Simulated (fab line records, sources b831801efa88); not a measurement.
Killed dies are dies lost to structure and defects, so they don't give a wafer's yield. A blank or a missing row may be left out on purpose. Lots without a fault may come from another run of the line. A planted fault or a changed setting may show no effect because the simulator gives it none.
Chamber matching | flow sfq_line | SFQ_TRILAYER_I6_CMP_CMP_166 on cmp-01: 4 sister chambers
The step polishes SiO2. 4 wafers are shown with their chamber, then 9 later ones without.

WAFERS WITH THEIR CHAMBER
wafer  | chamber | motor_current_A (A)
L938.5 | 2       | 7.9
L939.1 | 0       | 10.6
L939.3 | 1       | 9.6
L939.4 | 3       | 10.2

WAFERS WITHOUT THEIR CHAMBER
wafer  | motor_current_A (A)
L943.1 | 11.3
L943.3 | 9.9
L943.4 | 9.9
L944.3 | 11.7
L944.5 | 10.1
L944.6 | 8.0
L945.4 | 10.1
L945.5 | 8.7
L945.6 | 9.9

WHICH CHAMBER EACH WENT THROUGH
wafer  | from the rows above          | in truth
L943.1 | can't be placed: 0 or 3 or 1 | 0
L943.3 | can't be placed: 3 or 1 or 0 | 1
L943.4 | can't be placed: 3 or 1 or 0 | 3
L944.3 | can't be placed: 0 or 3 or 1 | 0
L944.5 | can't be placed: 3 or 0 or 1 | 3
L944.6 | 2                            | 2
L945.4 | can't be placed: 3 or 0 or 1 | 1
L945.5 | can't be placed: 2 or 1 or 3 | 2
L945.6 | can't be placed: 3 or 1 or 0 | 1
Placed correctly: 1 of 9. Can't be placed from these rows: 8 (the true chamber is among the candidates in 8). Placed wrongly: 0.
How it was worked out, from the rows above alone: a wafer's distance from a chamber is the root of the sum, over the readings, of the square of ((its reading less the chamber's mean) divided by the reading's scatter). The wafer belongs to the nearest chamber; if the next one is less than 2 further off, it can't be placed. A chamber's mean is the mean of its shown wafers. The scatter: with one shown wafer a chamber, the root of the mean of the squares of how far each hidden wafer lies from its nearest shown one.
